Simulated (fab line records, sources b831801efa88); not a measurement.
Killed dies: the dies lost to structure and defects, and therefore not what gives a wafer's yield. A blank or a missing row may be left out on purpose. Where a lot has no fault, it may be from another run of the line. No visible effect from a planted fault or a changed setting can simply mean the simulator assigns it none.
Which tool is to blame? -- flow sky130 -- 72 wafers from 24 lots sampled at 6 of the route's 708 steps

== WHAT THE GAUGES READ, wafer by wafer ==
SKY_POLY_GATE_THK_MEAS_04. Usual: POLY_GATE_CVD_03_THK typically reads 74.8 nm, with standard deviation 0.65.
lot,measured,on,POLY_GATE_CVD_03_THK (nm),flag
L075,day 15 17:28,film_metro-03,76.0 75.6 75.2,
L074,day 15 17:37,film_metro-02,74.6 74.3 74.9,
L076,day 15 21:40,film_metro-01,75.3 75.4 74.8,
L077,day 16 00:49,film_metro-03,75.1 75.5 75.4,
L078,day 16 06:01,film_metro-02,76.0 75.2 74.9,
L079,day 16 18:59,film_metro-03,74.4 73.8 74.8,
L080,day 17 08:20,film_metro-03,75.6 75.5 75.3,
L081,day 17 21:36,film_metro-01,75.7 75.5 75.0,
L082,day 18 09:56,film_metro-01,74.9 74.9 75.2,
L084,day 19 00:36,film_metro-03,75.3 75.0 75.3,
L083,day 19 01:58,film_metro-03,74.5 74.6 74.2,
L085,day 19 11:52,film_metro-02,74.3 74.5 74.7,
L086,day 19 17:43,film_metro-02,75.2 75.1 75.1,
L087,day 20 06:35,film_metro-03,73.4 73.6 74.0,
L088,day 20 12:01,film_metro-02,74.6 75.6 75.5,
L089,day 20 13:23,film_metro-01,75.0 74.7 74.8,
L090,day 21 00:51,film_metro-01,74.1 74.5 73.4,
L091,day 21 07:03,film_metro-01,74.9 74.9 74.7,
L092,day 21 16:38,film_metro-02,74.1 74.1 74.4,
L093,day 22 04:02,film_metro-03,73.9 73.9 74.3,
L094,day 22 07:52,film_metro-01,74.9 74.6 74.9,
L095,day 22 10:03,film_metro-01,75.0 75.0 74.7,
L096,day 23 03:34,film_metro-01,74.9 74.7 74.6,
L097,day 23 08:53,film_metro-01,73.7 74.3 74.1,

SKY_LDD_N_OVL_MEAS_07. Usual: LDD_N_OVL typically reads 1.2 nm, with standard deviation 1.5.
lot,measured,on,LDD_N_OVL (nm),flag
L075,day 18 03:59,overlay-01,1.8 2.9 1.3,
L074,day 18 05:50,overlay-02,0.8 2.3 2.6,
L076,day 18 10:14,overlay-02,1.4 2.8 3.2,
L077,day 18 12:47,overlay-02,1.3 2.7 2.1,
L078,day 18 19:29,overlay-01,0.9 0.3 0.6,
L079,day 19 07:20,overlay-02,0.9 -2.2 -1.0,
L080,day 19 22:19,overlay-02,0.1 -3.8 1.2,
L081,day 20 13:39,overlay-01,-0.4 -0.1 1.9,
L082,day 21 02:00,overlay-01,3.6 1.5 0.8,
L084,day 21 17:29,overlay-01,2.1 1.7 2.1,
L083,day 21 18:17,overlay-02,-0.5 -1.4 -0.6,
L085,day 22 03:38,overlay-01,0.4 1.3 1.5,
L086,day 22 09:53,overlay-02,0.7 0.9 0.1,
L087,day 22 22:41,overlay-02,2.3 3.0 2.2,
L088,day 23 02:26,overlay-01,-1.8 2.6 -1.9,
L089,day 23 04:48,overlay-01,0.1 -0.6 3.4,
L090,day 23 15:30,overlay-01,1.7 3.2 1.6,
L091,day 23 21:23,overlay-01,1.1 1.5 0.7,
L092,day 24 07:24,overlay-02,-1.2 0.8 1.5,
L093,day 24 19:24,overlay-01,-0.7 1.9 -1.5,
L094,day 24 21:11,overlay-02,2.4 3.0 3.0,
L095,day 25 01:44,overlay-02,-2.0 -0.2 -0.8,
L096,day 25 17:38,overlay-02,2.3 1.6 2.7,
L097,day 25 23:14,overlay-01,0.1 1.8 3.7,

SKY_VIA3_BOW_MEAS_03. Usual: VIA3_BOW typically reads 79 um, with standard deviation 7.1.
lot,measured,on,VIA3_BOW (um),flag
L075,day 39 03:09,film_metro-02,84 82 86,
L074,day 39 04:41,film_metro-02,71 74 79,
L076,day 39 08:26,film_metro-03,88 84 91,
L077,day 39 09:56,film_metro-03,68 79 85,
L078,day 39 14:10,film_metro-02,82 95 80,
L079,day 40 01:22,film_metro-02,76 78 86,
L080,day 40 12:15,film_metro-01,86 84 78,
L081,day 40 22:06,film_metro-02,83 79 83,
L082,day 41 09:19,film_metro-02,72 90 74,
L084,day 41 17:52,film_metro-03,71 74 82,
L083,day 42 00:34,film_metro-03,89 95 89,
L085,day 42 03:16,film_metro-03,86 65 74,
L086,day 42 10:50,film_metro-01,81 72 77,
L087,day 42 16:56,film_metro-01,81 74 76,
L088,day 42 21:27,film_metro-02,82 71 85,
L089,day 42 23:57,film_metro-03,70 82 73,
L090,day 43 16:26,film_metro-02,74 84 79,
L091,day 43 17:48,film_metro-01,90 81 82,
L092,day 43 18:23,film_metro-01,75 79 82,
L093,day 44 02:04,film_metro-03,85 81 84,
L094,day 44 03:43,film_metro-03,76 78 81,
L095,day 44 11:28,film_metro-02,74 86 88,
L096,day 44 21:42,film_metro-02,73 80 84,
L097,day 45 01:31,film_metro-03,75 79 68,

SKY_VIA4_OVL_MEAS_11. Usual: VIA4_OVL typically reads 0.4 nm, with standard deviation 1.4.
lot,measured,on,VIA4_OVL (nm),flag
L075,day 43 02:35,overlay-02,-0.8 0.7 -0.3,
L074,day 43 07:46,overlay-02,0.5 1.2 1.4,
L076,day 43 10:11,overlay-02,-0.5 1.4 -2.0,
L077,day 43 11:52,overlay-02,1.9 3.6 1.7,
L078,day 43 14:41,overlay-01,-2.1 -2.1 -0.1,
L079,day 44 00:10,overlay-02,1.3 1.4 0.9,
L080,day 44 16:16,overlay-02,1.6 0.6 1.5,
L081,day 44 20:05,overlay-02,3.6 3.3 1.3,
L082,day 45 09:54,overlay-01,0.6 0.6 -0.1,
L084,day 45 16:42,overlay-02,1.8 -2.1 0.6,
L083,day 45 22:12,overlay-02,-0.9 -1.5 -1.8,
L085,day 46 00:32,overlay-01,-0.4 -0.3 -0.8,
L086,day 46 10:36,overlay-01,-0.1 -1.9 0.9,
L087,day 46 15:25,overlay-01,0.2 -0.9 -0.1,
L088,day 46 18:18,overlay-02,-2.7 0.3 -0.9,
L089,day 46 20:31,overlay-01,-1.3 -0.8 0.2,
L090,day 47 13:23,overlay-02,-0.1 1.0 0.0,
L091,day 47 15:24,overlay-01,-1.7 -1.4 -0.2,
L092,day 47 15:29,overlay-02,0.1 1.4 0.2,
L093,day 47 21:27,overlay-01,-0.2 -0.3 -0.1,
L094,day 47 22:01,overlay-01,1.2 1.2 1.3,
L095,day 48 03:34,overlay-02,0.8 2.6 3.1,
L096,day 48 12:34,overlay-01,1.3 -0.1 0.3,
L097,day 48 18:17,overlay-01,0.3 0.7 1.0,

== TOOL THAT RAN EACH LOT (tool first, then ch and the chambers of the sampled wafers, then the start) ==
lot,SKY_SD_P_STRIP_10,SKY_METAL2_DESCUM_17
L075,"plasma_asher-02 ch 0,1, day 25 22:52","rie_metal-01 ch 0,1, day 35 17:54"
L074,"plasma_asher-03 ch 0,1, day 26 01:46","rie_metal-01 ch 0,1, day 35 19:56"
L076,"plasma_asher-02 ch 0,1, day 26 07:13","rie_metal-03 ch 0,1, day 36 01:04"
L077,"plasma_asher-01 ch 0,1, day 26 08:32","rie_metal-02 ch 0,1, day 36 02:37"
L078,"plasma_asher-02 ch 0,1, day 26 14:13","rie_metal-03 ch 0,1, day 36 07:42"
L079,"plasma_asher-01 ch 1, day 27 03:14","rie_metal-02 ch 0,1, day 36 17:31"
L080,"plasma_asher-03 ch 0,1, day 27 16:05","rie_metal-01 ch 0, day 37 06:00"
L081,"plasma_asher-02 ch 0,1, day 28 04:36","rie_metal-02 ch 0,1, day 37 16:16"
L082,"plasma_asher-01 ch 0,1, day 28 17:58","rie_metal-01 ch 0,1, day 38 02:04"
L084,"plasma_asher-02 ch 0,1, day 29 07:25","rie_metal-03 ch 0,1, day 38 14:08"
L083,"plasma_asher-01 ch 1, day 29 12:41","rie_metal-02 ch 0,1, day 38 20:15"
L085,"plasma_asher-03 ch 0,1, day 29 18:28","rie_metal-02 ch 0,1, day 38 23:23"
L086,"plasma_asher-03 ch 0,1, day 29 23:56","rie_metal-02 ch 0,1, day 39 05:44"
L087,"plasma_asher-01 ch 0,1, day 30 12:32","rie_metal-02 ch 0,1, day 39 14:10"
L088,"plasma_asher-02 ch 0,1, day 30 17:19","rie_metal-03 ch 0,1, day 39 20:13"
L089,"plasma_asher-02 ch 0,1, day 30 18:30","rie_metal-02 ch 0, day 39 21:47"
L090,"plasma_asher-01 ch 0,1, day 31 06:15","rie_metal-01 ch 0,1, day 40 08:09"
L091,"plasma_asher-02 ch 0,1, day 31 11:38","rie_metal-02 ch 0,1, day 40 11:51"
L092,"plasma_asher-02 ch 1, day 31 17:13","rie_metal-03 ch 0,1, day 40 15:08"
L093,"plasma_asher-01 ch 0,1, day 32 05:28","rie_metal-03 ch 0,1, day 41 01:40"
L094,"plasma_asher-03 ch 0,1, day 32 07:22","rie_metal-03 ch 0,1, day 41 02:54"
L095,"plasma_asher-01 ch 0,1, day 32 12:15","rie_metal-01 ch 0, day 41 09:32"
L096,"plasma_asher-01 ch 0,1, day 33 03:31","rie_metal-02 ch 0,1, day 41 21:50"
L097,"plasma_asher-02 ch 0,1, day 33 07:45","rie_metal-03 ch 0,1, day 42 01:56"
- SKY_SD_P_STRIP_10: strips in O2/N2.
- SKY_METAL2_DESCUM_17: chemistry O2, time 8 s.

== AS READ BY THE TOOLS THEMSELVES (means over the sampled wafers that have a number; for cases with no such wafer, the mark the record gives instead) ==
SKY_SD_P_STRIP_10. Usual: drypump_motor_current_A 5.6 A, standard deviation 0.49; oes_product_au 0.618 a.u., standard deviation 0.0049; strip_time_to_endpoint_s 17.49 s, standard deviation 0.049.
lot,tool,drypump_motor_current_A (A),oes_product_au (a.u.),strip_time_to_endpoint_s (s),flag
L075,plasma_asher-02,6.0,0.617,17.46,
L074,plasma_asher-03,5.3,0.619,17.57,
L076,plasma_asher-02,6.0,0.614,17.40,
L077,plasma_asher-01,5.1,0.622,17.49,
L078,plasma_asher-02,5.9,0.613,17.48,
L079,plasma_asher-01,4.8,0.619,17.46,
L080,plasma_asher-03,5.2,0.621,17.49,
L081,plasma_asher-02,6.0,0.617,17.52,
L082,plasma_asher-01,5.5,0.612,17.49,
L084,plasma_asher-02,6.0,0.624,17.45,
L083,plasma_asher-01,4.7,0.620,17.46,
L085,plasma_asher-03,5.2,0.621,17.58,
L086,plasma_asher-03,5.3,0.618,17.51,
L087,plasma_asher-01,5.5,0.614,17.55,
L088,plasma_asher-02,5.9,0.623,17.55,
L089,plasma_asher-02,6.0,0.613,17.43,
L090,plasma_asher-01,5.1,0.622,17.48,
L091,plasma_asher-02,5.9,0.618,17.43,
L092,plasma_asher-02,5.8,0.621,17.56,
L093,plasma_asher-01,5.1,0.619,17.52,
L094,plasma_asher-03,5.2,0.615,17.51,
L095,plasma_asher-01,5.5,0.615,17.55,
L096,plasma_asher-01,5.2,0.614,17.49,
L097,plasma_asher-02,5.9,0.618,17.50,

SKY_METAL2_DESCUM_17. Usual: drypump_motor_current_A 6.0 A, standard deviation 0.33; oes_product_au 1.006 a.u., standard deviation 0.013.
lot,tool,drypump_motor_current_A (A),oes_product_au (a.u.),flag
L075,rie_metal-01,5.9,1.007,
L074,rie_metal-01,5.9,1.016,
L076,rie_metal-03,6.3,0.998,
L077,rie_metal-02,5.8,1.010,
L078,rie_metal-03,6.4,1.009,
L079,rie_metal-02,5.8,1.017,
L080,rie_metal-01,5.7,1.005,
L081,rie_metal-02,6.0,0.999,
L082,rie_metal-01,5.9,1.008,
L084,rie_metal-03,6.3,1.006,
L083,rie_metal-02,6.0,1.000,
L085,rie_metal-02,6.0,0.997,
L086,rie_metal-02,5.8,1.008,
L087,rie_metal-02,6.0,0.997,
L088,rie_metal-03,6.4,0.999,
L089,rie_metal-02,6.2,0.993,
L090,rie_metal-01,5.9,1.020,
L091,rie_metal-02,5.7,1.019,
L092,rie_metal-03,6.3,1.006,
L093,rie_metal-03,6.3,0.995,
L094,rie_metal-03,6.4,1.008,
L095,rie_metal-01,5.7,1.014,
L096,rie_metal-02,6.0,1.003,
L097,rie_metal-03,6.4,1.006,

== THE ANSWER, worked out from the rows above alone ==
Rule: take the mean of a lot's wafers that have a number; if it is more than 3 standard deviations from the usual mean, the lot is off. A lot without any number at a reading at which 4 lots or more have one is off too. Any other lot the step has rows for is counted as sound. Order of review: gauges by route order, followed by the tools' own readings, for which a lot's mean as printed above is used. The first step at which some lot is off is used, and at that step the reading that is off furthest; a lot without a number counts as furthest.
No lot is off on any of the readings shown, so nothing can be concluded from this.

== WHAT THE SIMULATOR HAD PUT IN ==
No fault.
